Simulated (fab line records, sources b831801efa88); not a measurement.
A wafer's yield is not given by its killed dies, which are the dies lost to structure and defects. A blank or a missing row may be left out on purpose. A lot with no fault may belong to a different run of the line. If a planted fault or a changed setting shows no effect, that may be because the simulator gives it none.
Comparing a struck lot with a sound one    flow sky130    16 steps out of a route of 708
Sound: wafers L904.2, L904.3, L904.4. Struck: wafer L918.1. (L918.2, L918.6 of the same lot were not struck and are left out.) The cause comes at the end.
Order at every step that has rows: each side's tool, ch and its chambers, its first start. Under that, the readings that differ: sound wafers    struck wafers    difference of the means    sigmas: that difference in standard deviations of wafers without a fault.
alike: readings whose means differ by less than 2 such deviations, and words and numbers that are the same on both sides. not compared: withheld readings, readings that some wafer has no value for, bounds like >300 that may hide the same value, and numbers for which the record gives no deviation and whose values overlap.
Wherever a step has rows on one side only, a row that says differs or no value, or a row with sigmas, the two part there. Numbers that have no deviation but don't overlap get no sigmas and don't part them. A reading missing from all wafers of one side parts the sides only when that side holds two or more wafers.

SKY_VT_ADJUST_HVTP_OVL_MEAS_08:
  sound on overlay-02 at day 6 20:01; struck on overlay-02 at day 10 18:55
  alike: VT_ADJUST_HVTP_OVL
next, for these wafers, 1 step has no rows: SKY_VT_ADJUST_HVTP_IMPLANT_09.
SKY_VT_ADJUST_HVTP_STRIP_10: strips in O2/N2.
  sound on plasmaAsher-01 ch 0,1, day 6 20:11; struck on plasmaAsher-04 ch 0, day 10 19:07
  alike: chamberPressureMTorr, drypumpMotorCurrentA, o2FlowSccm, oesProductAu, stripTimeToEndpointS
  not compared: rfHoursCounterH
SKY_VT_ADJUST_HVTP_TW_MEAS_11:
  sound on filmMetro-02 at day 6 20:18; struck on filmMetro-01 at day 10 19:13
  alike: VT_ADJUST_HVTP_TW
then, 7 steps without rows for these wafers: SKY_VT_ADJUST_LVTN_DEHYDRATE_00 (time 60 s); SKY_VT_ADJUST_LVTN_HMDS_01 (prime time 60 s); SKY_VT_ADJUST_LVTN_COAT_02 (resist thk 3000 nm); SKY_VT_ADJUST_LVTN_SOFTBAKE_03; SKY_VT_ADJUST_LVTN_EXPOSE_04 (exposes mask NWM COMPLEMENT LESS NATIVE, target cd 840 nm); SKY_VT_ADJUST_LVTN_PEB_05; SKY_VT_ADJUST_LVTN_DEVELOP_06 (develop time 60 s).
SKY_VT_ADJUST_LVTN_OVL_MEAS_07:
  sound on overlay-02 at day 7 15:02; struck on overlay-02 at day 11 18:32
  alike: VT_ADJUST_LVTN_OVL
SKY_VT_ADJUST_LVTN_IMPLANT_08:
  sound on implanter-01 ch 0, day 7 15:06; struck on implanter-03 ch 0, day 11 18:34
SKY_VT_ADJUST_LVTN_STRIP_09: strips in O2/N2.
  sound on plasmaAsher-02 ch 0,1, day 7 15:13; struck on plasmaAsher-03 ch 0, day 11 18:43
reading              sound              struck  difference  sigmas
oesProductAu (a.u.)  0.733 0.728 0.729  0.720   -0.010      -2
  alike: chamberPressureMTorr, drypumpMotorCurrentA, o2FlowSccm, stripTimeToEndpointS
  not compared: rfHoursCounterH
SKY_VT_ADJUST_LVTN_TW_MEAS_10:
  sound on filmMetro-02 at day 7 15:20; struck on filmMetro-02 at day 11 19:03
reading            sound              struck  difference  sigmas
VT_ADJUST_LVTN_TW  241.6 240.4 241.2  230.6   -10.5       -6
  not compared: hold
-- here the record skips 38 days between the struck wafers' starts before and after, leaving off in module VT_ADJUST_LVTN and picking up in module PAD_OPEN (first step shown: number 708 of the route) --
SKY_PAD_OPEN_PROBE_99:
  sound on prober-01 at day 46 11:21; struck on prober-01 at day 49 20:46
reading                                  sound                 struck  difference  sigmas
killedShort                              34 28 30              44      +13         +2
model.etest.nfet_01v8.driveUaUmRange     12.39 8.452 10.79     17.62   +7.08       
model.etest.nfet_01v8_lvt.vtSatV (V)     0.5299 0.5352 0.5408  0.5051  -0.0302     
model.etest.nfet_01v8_lvt.bodyRiseV (V)  0.1422 0.1457 0.1433  0.1392  -0.0045     
  alike: killed_at_M0_to_M3, killed_at_M4_up, killedAtContacts, killedAtFrontEnd, killedAtOther, killedDies, killedOpen

== WHERE THEY PART ==
At SKY_VT_ADJUST_LVTN_STRIP_09 first; at SKY_PAD_OPEN_PROBE_99 last (within this record only).

WHY: what had been put in by the simulator
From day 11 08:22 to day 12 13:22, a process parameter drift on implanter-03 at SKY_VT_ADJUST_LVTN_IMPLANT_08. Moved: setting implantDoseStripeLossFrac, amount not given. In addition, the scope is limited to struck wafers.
